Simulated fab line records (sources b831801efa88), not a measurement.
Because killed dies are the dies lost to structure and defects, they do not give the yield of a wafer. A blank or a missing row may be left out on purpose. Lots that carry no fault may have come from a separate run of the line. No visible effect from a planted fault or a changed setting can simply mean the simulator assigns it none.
Chamber matching    flow gf180mcu    GF_MIM_CVD_05 on pecvd-04 has 3 sister chambers
The step deposits Si3N4, target thk 42 nm, time 29.086 s. 14 wafers are shown with their chamber, then 7 later ones without.

## EACH WAFER AND ITS CHAMBER
wafer   chamber  heater power w (W)  temp max c (C)
L306.2  2        546                 399.99
L306.4  2        542                 400.10
L306.6  0        738                 399.94
L308.3  1        701                 400.20
L308.5  2        584                 400.02
L308.6  1        698                 400.50
L312.1  0        752                 400.02
L312.2  1        731                 399.88
L312.3  2        572                 400.15
L313.2  2        525                 399.70
L313.3  0        714                 400.26
L313.5  1        716                 399.52
L315.1  2        555                 399.80
L315.2  1        734                 399.91

SIGNATURES (means of the wafers above)
reading         chamber 0  chamber 1  chamber 2  scatter within a chamber
heater power w  734.67     716.00     554.00     19.3
temp max c      400.0733   400.0020   399.9600   0.261
Rule: distance of a wafer from a chamber = root of the sum over the readings of ((wafer's reading minus chamber's mean) / reading's scatter) squared. If the next closest chamber is less than 2 further off than the closest, the wafer can't be placed; otherwise it belongs to the closest. The scatter is the square root of a quotient: the sum, over the shown wafers, of each reading's squared deviation from its chamber's mean, divided by wafers minus chambers.

## WAFERS WHOSE CHAMBER IS MISSING
wafer   heater power w (W)  temp max c (C)
L315.6  734                 400.59
L316.1  707                 399.79
L316.3  726                 400.00
L316.5  714                 399.81
L328.3  735                 400.20
L328.5  768                 400.19
L328.6  562                 400.08

## CHAMBER TAKEN BY EACH
wafer   from the rows above      in truth
L315.6  can't be placed: 0 or 1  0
L316.1  can't be placed: 1 or 0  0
L316.3  can't be placed: 1 or 0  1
L316.5  can't be placed: 1 or 0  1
L328.3  can't be placed: 0 or 1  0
L328.5  can't be placed: 0 or 1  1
L328.6  2                        2
Correct placement for 1 of the 7. Unplaceable from these rows: 6, with the true chamber sitting among the candidates in 6. Number placed wrongly: 0.
